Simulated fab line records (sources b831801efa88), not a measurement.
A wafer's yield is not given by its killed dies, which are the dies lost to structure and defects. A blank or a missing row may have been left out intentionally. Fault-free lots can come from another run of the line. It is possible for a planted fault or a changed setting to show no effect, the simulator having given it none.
The same fault as seen by 2 desks :: flow gf180mcu :: numbers are kept per desk, each desk with only its own; the story behind them comes last

THE METROLOGY DESK
Means of the sampled wafers that have a number, per lot and without regard to the tool the lot ran on: this is what the gauges read. Any lot whose mean is over 4 standard deviations away from the usual mean is out of limits and marked OUT; that distance is given in the brackets.
Columns: A = HV_LDD_3_TW at GF_HV_LDD_TW_MEAS_38, usual 1430; B = HV_LDD_RS at GF_HV_LDD_RS_MEAS_53, usual 418.3 ohm/sq
lot: L977
first seen here: day 11 15:58
A: 1431
B: 417.4

lot: L979
first seen here: day 12 06:04
A: 1435
B: 418.3

lot: L980
first seen here: day 12 16:27
A: 1417
B: 418.0

lot: L984
first seen here: day 13 23:15
A: 1353 (-5.9) OUT
B: 434.5 (+16) OUT

lot: L985
first seen here: day 14 07:52
A: 1447
B: 418.9

lot: L987
first seen here: day 15 02:49
A: 1331 (-7.6) OUT
B: 434.6 (+16) OUT

lot: L990
first seen here: day 15 23:15
A: 1417
B: 418.1

lot: L991
first seen here: day 16 08:04
A: 1418
B: 418.6

lot: L995
first seen here: day 17 12:46
A: 1433
B: 417.5

lot: L996
first seen here: day 17 16:57
A: 1448
B: 417.6

lot: L997
first seen here: day 18 09:10
A: 1424
B: 419.4

lot: L998
first seen here: day 18 11:29
A: 1424
B: 418.5

lot: L999
first seen here: day 18 18:44
A: 1418
B: 415.9

lot: L100
first seen here: day 19 07:22
A: 1423
B: 417.0
Per this desk, out of limits: L984, L987; the first was L984, day 13 23:15 (HV_LDD_3_TW at GF_HV_LDD_TW_MEAS_38). Within limits: L977, L979, L980, L985, L990, L991, L995, L996, L997, L998, L999, L100.

FOR THE TOOL OWNER'S DESK: implanter-03
The tool's own readings at GF_HV_LDD_IMPLANT_33: means of the sampled wafers that have a number, for each lot that ran on this tool. Any lot whose mean is over 4 standard deviations away from the usual mean is out of limits and marked OUT; that distance is given in the brackets.
Columns: A = doseIonsCm2 at GF_HV_LDD_IMPLANT_33, usual 7.501e+12; B = faradayCurrentUA at GF_HV_LDD_IMPLANT_33, usual 42.3
lot: L979
first seen here: day 12 05:22
A: 7.499e+12
B: 41.8

lot: L984
first seen here: day 13 22:34
A: 1.901e+12 (-99 or more) OUT
B: 10.7 (-36) OUT

lot: L987
first seen here: day 15 02:10
A: 1.899e+12 (-99 or more) OUT
B: 10.7 (-36) OUT

lot: L995
first seen here: day 17 12:05
A: 7.496e+12
B: 42.6

lot: L999
first seen here: day 18 18:02
A: 7.503e+12
B: 42.1
Finding of this desk: L984, L987 out of limits; the first was L984 at day 13 22:34, on doseIonsCm2 at GF_HV_LDD_IMPLANT_33. Within limits: L979, L995, L999.

TAKEN TOGETHER
At day 13 22:34, on L984, L987, the tool owner's desk was in a position to raise an alarm.
L984, L987 would have let the metrology desk raise an alarm at day 13 23:15.
GF_HV_LDD_IMPLANT_33 was run on implanter-03 by each of the lots named.

WHAT THE SIMULATOR PUT IN
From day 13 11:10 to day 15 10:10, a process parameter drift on implanter-03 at GF_HV_LDD_IMPLANT_33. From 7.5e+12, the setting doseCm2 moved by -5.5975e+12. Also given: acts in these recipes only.
Shown lots that were struck: L984, L987.
Delay (hours) between the fault's onset and each desk's first out-of-limits reading: 11 at the tool owner's desk, 12 at the metrology desk.
